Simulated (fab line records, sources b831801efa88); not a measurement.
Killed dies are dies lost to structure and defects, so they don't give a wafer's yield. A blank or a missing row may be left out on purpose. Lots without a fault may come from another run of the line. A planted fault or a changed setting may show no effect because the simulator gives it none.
Split-lot experiment | flow sfq_line | 5 lots, 15 wafers read, on a route of 325 steps

THE SPLIT
At SFQ_TRILAYER_I2_VIA_LITHO_COAT_072 (resist thk 62 nm), the setting resist_thk_nm was moved away from the recipe's 62 nm on 7 of the 15 wafers read, by -2.5% to -1.9%. The other wafers ran this setting at the recipe's value.

The file shows no step between the split and the reading.

THE READING
etch.depth_nm (the simulator's own value, which no gauge read), in nm, at SFQ_TRILAYER_I2_VIA_BARC_OPEN_VIA_ETCH_096 (etches BARC in O2, target depth 125 nm, time 41.7 s). The file gives no usual value for it. The 8 wafers here that ran the recipe average 61.95 nm, standard deviation 0.15 nm.

wafer  | tool, chamber at the split | resist_thk_nm as run, nm | against the recipe | etch.depth_nm, nm | against lot-mates on the recipe
L076.1 | litho_track-02, 0          | 62                       | recipe             | 62.07             | -
L076.2 | litho_track-02, 0          | 60.58                    | -2.3%              | 60.58             | -1.43
L076.3 | litho_track-02, 0          | 62                       | recipe             | 61.95             | -
L076.5 | litho_track-02, 0          | 60.58                    | -2.3%              | 60.53             | -1.48
L076.6 | litho_track-02, 0          | 60.58                    | -2.3%              | 60.54             | -1.47
L081.2 | litho_track-01, 0          | 62                       | recipe             | 61.77             | -
L081.3 | litho_track-01, 0          | 62                       | recipe             | 61.76             | -
L081.6 | litho_track-01, 0          | 62                       | recipe             | 61.89             | -
L082.2 | litho_track-02, 0          | 62                       | recipe             | 62.03             | -
L082.3 | litho_track-02, 0          | 62                       | recipe             | 61.91             | -
L083.1 | litho_track-04, 0          | 60.44                    | -2.5%              | 60.72             | no lot-mate on the recipe
L083.3 | litho_track-04, 0          | 60.44                    | -2.5%              | 60.62             | no lot-mate on the recipe
L084.2 | litho_track-02, 0          | 62                       | recipe             | 62.25             | -
L084.3 | litho_track-02, 0          | 60.8                     | -1.9%              | 61.13             | -1.12
L084.6 | litho_track-02, 0          | 60.8                     | -1.9%              | 60.97             | -1.28

THE FIT
A straight line over all 15 wafers: etch.depth_nm changes by +0.548 nm for each +1% of resist_thk_nm; r = +0.97; the points scatter about the line by 0.16 nm.
The same after taking each lot's own level away (the mean of its wafers on the recipe; 13 wafers): +0.632 nm for each +1%; r = +1.00; scatter 0.061 nm.
On that fit, the largest move of resist_thk_nm shifts the reading by 1.6 nm.
The lots' own levels span 61.807 to 62.250 nm, that is 2.9 times the standard deviation above.
So the lot-to-lot level changes the slope: the two fits differ.
Check: with one of the wafers moved furthest among these (-2.3%) left out of the fit, the line predicts -1.45 nm for it against its lot-mates. It came out at -1.43 nm against them.

OTHER SPLITS ON THESE WAFERS
These wafers also went through other splits before the reading. Each is held against what the fit with the lots' levels taken away leaves over:
other split on the same wafers               | wafers away from the commonest value | r with etch.depth_nm (lot level and that fit taken away)
SFQ_TRILAYER_I1_VIA_LITHO_EXPOSE_050 dose_mj | 5                                    | -0.07
SFQ_TRILAYER_M2_LITHO_COAT_057 spin_rpm      | 2                                    | +0.21

THE WHOLE CHAIN: every reading that the file lists as answering this split, in the file's order
step                                       | what it does                                        | reading                                                                                        | change (the file's fit)               | r (the file's)
SFQ_TRILAYER_I2_VIA_LITHO_COAT_072         | resist thk 62 nm                                    | BARC_of_TRILAYER_I2_VIA_LITHO_COAT_072.thk_nm (the simulator's own value, which no gauge read) | +0.642 nm for each +1% of the setting | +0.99
SFQ_TRILAYER_I2_VIA_BARC_OPEN_VIA_ETCH_096 | etches BARC in O2, target depth 125 nm, time 41.7 s | etch.depth_nm (the simulator's own value, which no gauge read)                                 | +0.633 nm for each +1% of the setting | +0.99

THE FILE'S OWN FIT
etch.depth_nm changes by +0.633 nm for each +1% of resist_thk_nm, r = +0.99.
